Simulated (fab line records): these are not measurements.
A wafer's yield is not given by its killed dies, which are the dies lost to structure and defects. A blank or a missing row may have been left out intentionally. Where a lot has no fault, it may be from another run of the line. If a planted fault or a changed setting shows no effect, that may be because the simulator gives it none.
Comparing a struck lot with a sound one / flow gf180mcu / 43 steps out of a route of 602
Sound: the wafers L138.1, L138.2, L138.4. Wafers struck: L141.3, L141.5, L141.6. The cause is given at the end.
At each step with rows: each side's tool, then ch and its chambers, then its first start. Under that, the readings that differ: sound wafers / struck wafers / difference of the means / sigmas: that difference in standard deviations of wafers without a fault.
alike: readings with means less than 2 such deviations apart, plus words and numbers identical on both sides. not compared: withheld readings, readings lacking a value on some wafer, bounds such as >300 that could conceal the same value, and numbers that have no deviation in the record and whose values overlap.
A row with sigmas, a row that says differs or no value, or rows on one side alone: a step with any of these is where the two part. Numbers that have no deviation but don't overlap get no sigmas and don't part them. A reading that every wafer of one side lacks parts them only if that side has two wafers or more.

first, 1 step without rows for these wafers: GF_LVPWELL_IMPLANT_09.
GF_LVPWELL_STRIP_10: strips in O2/N2.
  sound on plasmaAsher-01 ch 0,1, day 6 16:56; struck on plasmaAsher-04 ch 0,1, day 7 04:00
reading=heaterPowerW (W); sound=313 367 367; struck=291 288 292; difference=-59; sigmas=-2
  alike: drypumpMotorCurrentA, oesProductAu, stripTimeToEndpointS
  not compared: rfHoursCounterH
GF_LVPWELL_TW_MEAS_11:
  sound on filmMetro-01 at day 6 17:02; struck on filmMetro-03 at day 7 04:05
reading=LVPWELL_TW; sound=565 564 563; struck=544 548 547; difference=-18; sigmas=-2
then, 7 steps without rows for these wafers: GF_MVSD_DEHYDRATE_00 (time 60 s); GF_MVSD_HMDS_01 (prime time 60 s); GF_MVSD_COAT_02 (resist thk 3000 nm); GF_MVSD_SOFTBAKE_03; GF_MVSD_EXPOSE_04 (exposes mask MVSD, target cd 1000 nm); GF_MVSD_PEB_05; GF_MVSD_DEVELOP_06 (develop time 60 s).
GF_MVSD_OVL_MEAS_07:
  sound on overlay-02 at day 7 08:23; struck on overlay-01 at day 7 20:14
  alike: MVSD_OVL
next, for these wafers, 1 step has no rows: GF_MVSD_IMPLANT_08.
GF_MVSD_IMPLANT_09:
  sound on implanter-04 ch 0, day 7 08:34; struck on implanter-03, day 7 20:28
  no value came back on the struck wafers for beamEnergyKeV, beamOnS (s); on the sound wafers beamEnergyKeV reads 99.992 100.02 99.990
GF_MVSD_STRIP_10: strips in O2/N2.
  sound on plasmaAsher-01 ch 0,1, day 7 08:43; struck on plasmaAsher-03 ch 0,1, day 7 20:36
  alike: drypumpMotorCurrentA, heaterPowerW, oesProductAu, stripTimeToEndpointS
  not compared: rfHoursCounterH
GF_MVSD_TW_MEAS_11:
  sound on filmMetro-04 at day 7 08:49; struck on filmMetro-03 at day 7 20:41
reading=MVSD_TW; sound=1577 1564 1579; struck=1472 1481 1479; difference=-96; sigmas=-6
then, 7 steps without rows for these wafers: GF_MVPSD_DEHYDRATE_00 (time 60 s); GF_MVPSD_HMDS_01 (prime time 60 s); GF_MVPSD_COAT_02 (resist thk 3000 nm); GF_MVPSD_SOFTBAKE_03; GF_MVPSD_EXPOSE_04 (exposes mask MVPSD, target cd 1000 nm); GF_MVPSD_PEB_05; GF_MVPSD_DEVELOP_06 (develop time 60 s).
GF_MVPSD_OVL_MEAS_07:
  sound on overlay-02 at day 8 01:14; struck on overlay-02 at day 8 12:41
  alike: MVPSD_OVL
then, 2 steps without rows for these wafers: GF_MVPSD_IMPLANT_08; GF_MVPSD_IMPLANT_09.
GF_MVPSD_STRIP_10: strips in O2/N2.
  sound on plasmaAsher-03 ch 0,1, day 8 01:34; struck on plasmaAsher-03 ch 0,1, day 8 13:03
  alike: drypumpMotorCurrentA, heaterPowerW, oesProductAu, stripTimeToEndpointS
  not compared: rfHoursCounterH
GF_MVPSD_TW_MEAS_11:
  sound on filmMetro-01 at day 8 01:40; struck on filmMetro-01 at day 8 13:08
  alike: MVPSD_TW
then, 7 steps without rows for these wafers: GF_VT_IMPLANT_DEHYDRATE_00 (time 60 s); GF_VT_IMPLANT_HMDS_01 (prime time 60 s); GF_VT_IMPLANT_COAT_02 (resist thk 1000 nm); GF_VT_IMPLANT_SOFTBAKE_03 (time 58.84 s); GF_VT_IMPLANT_EXPOSE_04 (exposes mask LVPWELL LV AREA, target cd 600 nm); GF_VT_IMPLANT_PEB_05; GF_VT_IMPLANT_DEVELOP_06 (develop time 60 s).
GF_VT_IMPLANT_OVL_MEAS_07:
  sound on overlay-01 at day 8 18:05; struck on overlay-02 at day 9 05:38
  alike: VT_IMPLANT_OVL
next, for these wafers, 1 step has no rows: GF_VT_IMPLANT_IMPLANT_08.
GF_VT_IMPLANT_STRIP_09: strips in O2/N2.
  sound on plasmaAsher-03 ch 0,1, day 8 18:16; struck on plasmaAsher-02 ch 0,1, day 9 05:51
  alike: drypumpMotorCurrentA, heaterPowerW, oesProductAu, stripTimeToEndpointS
  not compared: rfHoursCounterH
GF_VT_IMPLANT_TW_MEAS_10:
  sound on filmMetro-02 at day 8 18:22; struck on filmMetro-01 at day 9 05:56
  alike: VT_IMPLANT_TW
then, 4 steps without rows for these wafers: GF_VT_IMPLANT_DEHYDRATE_11 (time 60 s); GF_VT_IMPLANT_HMDS_12 (prime time 60 s); GF_VT_IMPLANT_COAT_13 (resist thk 1000 nm); GF_VT_IMPLANT_SOFTBAKE_14 (time 60 s).
-- the record jumps here: 2 days lie between the struck wafers' starts before and after --
GF_VT_IMPLANT_RS_MEAS_46: a four-point-probe measurement.
  sound on filmMetro-04 at day 11 00:14; struck on filmMetro-01 at day 11 12:38
reading=MVSD_RS (ohm/sq); sound=455.4 456.0 455.6; struck=- - -; difference=no value on the struck wafers; sigmas=

== WHERE THEY PART ==
At GF_LVPWELL_STRIP_10 first; at GF_VT_IMPLANT_RS_MEAS_46 last (within this record only).

WHY: the cause the simulator had injected
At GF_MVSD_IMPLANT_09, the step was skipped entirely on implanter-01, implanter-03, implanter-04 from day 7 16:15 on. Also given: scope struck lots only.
